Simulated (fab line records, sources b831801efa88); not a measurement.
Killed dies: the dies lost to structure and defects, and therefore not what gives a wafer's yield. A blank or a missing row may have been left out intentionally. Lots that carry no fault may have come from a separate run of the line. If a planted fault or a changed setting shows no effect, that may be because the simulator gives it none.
2 desks, one fault -- flow gf180mcu -- only its own numbers are on each desk; what lay behind them is given at the end

== METROLOGY DESK ==
What the gauges read, lot by lot, whatever tool the lot ran on: means of the sampled wafers that have a number. The brackets show how far a lot's mean lies from the usual mean; more than 4 standard deviations puts the lot out of limits, marked OUT.
Columns: A = VT_IMPLANT_01_OVL at GF_VT_IMPLANT_OVL_MEAS_18, usual 0.7 nm; B = VT_IMPLANT_2_TW at GF_VT_IMPLANT_TW_MEAS_21, usual 1204
lot,first seen here,A,B
L890,day 6 04:04,0.6,1192
L896,day 7 19:41,2.5,1208
L897,day 8 00:19,-1.3,1189
L898,day 8 08:58,1.3,1192
L902,day 9 09:19,-0.8,1213
L908,day 11 05:10,-1.2,1200
L911,day 11 16:45,0.4,1203
Result from this desk: across the 7 lots, nothing is out of limits.

== THE TOOL OWNER'S DESK: ilineStepper-02 ==
The tool's own readings at GF_VT_IMPLANT_EXPOSE_26 (exposes mask LVPWELL HV AREA, target cd 860 nm): means of the sampled wafers that have a number, for each lot that ran on this tool. The brackets show how far a lot's mean lies from the usual mean; more than 4 standard deviations puts the lot out of limits, marked OUT.
Columns: A = exposureDoseMJCm2 at GF_VT_IMPLANT_EXPOSE_26, usual 140.00; B = focusOffsetNm at GF_VT_IMPLANT_EXPOSE_26, usual 0.0 nm; C = stageVelMmS at GF_VT_IMPLANT_EXPOSE_26, usual 500.01 mm/s
lot,first seen here,A,B,C
L911,day 12 02:22,139.85,-0.0,499.87
This desk's finding: nothing out of limits on the one lot.

== ALL TOGETHER ==
Nothing out of limits was seen by the metrology desk.
The tool owner's desk saw nothing out of limits.

== WHAT THE SIMULATOR HAD INSERTED ==
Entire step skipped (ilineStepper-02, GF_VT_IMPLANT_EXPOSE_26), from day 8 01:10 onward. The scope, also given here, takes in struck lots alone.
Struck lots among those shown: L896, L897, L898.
